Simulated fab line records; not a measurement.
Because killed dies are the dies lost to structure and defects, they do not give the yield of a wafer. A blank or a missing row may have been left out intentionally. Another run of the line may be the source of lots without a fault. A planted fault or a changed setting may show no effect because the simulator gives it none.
2 desks looking at one fault :: flow sky130 :: only its own numbers are on each desk; what lay behind them is given at the end

## AT THE METROLOGY DESK
What the gauges read, lot by lot, whatever tool the lot ran on: means of the sampled wafers that have a number. A lot is out of limits, marked OUT, if its mean lies more than 4 standard deviations from the usual mean; the brackets give that distance.
Columns: A = CONTACT_W_RS at SKY_CONTACT_RS_MEAS_25, usual 0.335 ohm/sq; B = METAL2_ALCU_RS at SKY_METAL2_RS_MEAS_05, usual 0.1268 ohm/sq
lot: L228
first seen here: day 32 01:40
A: 0.338
B: 0.1257

lot: L229
first seen here: day 32 09:16
A: 0.337
B: 0.1278

lot: L231
first seen here: day 33 03:59
A: 0.335
B: 0.1275

lot: L237
first seen here: day 35 08:28
A: 0.335
B: 0.1269

lot: L236
first seen here: day 35 09:47
A: 0.334
B: 0.1250

lot: L240
first seen here: day 35 20:52
A: 0.337
B: 0.1243

lot: L241
first seen here: day 36 02:28
A: 0.333
B: 0.1282

lot: L242
first seen here: day 36 17:28
A: 0.335
B: 0.1275

lot: L243
first seen here: day 36 23:52
A: 0.331
B: 0.1257

lot: L244
first seen here: day 37 05:35
A: 0.341
B: 0.1296

lot: L245
first seen here: day 37 12:34
A: 0.330
B: 0.1281

lot: L248
first seen here: day 38 10:16
A: 0.334
B: 0.1268
Result from this desk: across the 12 lots, nothing is out of limits.

## TOOL OWNER'S DESK, cmp-02
The tool's own readings at SKY_VIA2_CMP_02 (polishes SiO2): means of the sampled wafers that have a number, for each lot that ran on this tool. A lot is out of limits, marked OUT, if its mean lies more than 4 standard deviations from the usual mean; the brackets give that distance.
Columns: A = motor_current_A at SKY_VIA2_CMP_02, usual 11.2 A; B = slurry_filter_dp_kPa at SKY_VIA2_CMP_02, usual 13.49 kPa; C = slurry_flow_ml_min at SKY_VIA2_CMP_02, usual 150.0
lot: L228
first seen here: day 35 14:32
A: 12.2
B: 13.47
C: 150.3

lot: L229
first seen here: day 35 22:25
A: 11.1
B: 13.39
C: 150.3

lot: L231
first seen here: day 36 15:32
A: 11.3
B: 13.66
C: 150.0

lot: L236
first seen here: day 38 21:10
A: 11.8
B: 13.39
C: 149.9

lot: L241
first seen here: day 39 11:40
A: 10.7
B: 13.53
C: 150.1

lot: L242
first seen here: day 40 03:38
A: 11.7
B: 13.42
C: 150.3

lot: L243
first seen here: day 40 10:18
A: 11.0
B: 13.42
C: 150.2

lot: L248
first seen here: day 41 17:13
A: 11.3
B: 13.45
C: 150.2
Result from this desk: across the 8 lots, nothing is out of limits.

## BROUGHT TOGETHER
At the metrology desk, nothing out of limits was observed.
Nothing out of limits was seen by the tool owner's desk.

## WHAT THE SIMULATOR HAD INSERTED
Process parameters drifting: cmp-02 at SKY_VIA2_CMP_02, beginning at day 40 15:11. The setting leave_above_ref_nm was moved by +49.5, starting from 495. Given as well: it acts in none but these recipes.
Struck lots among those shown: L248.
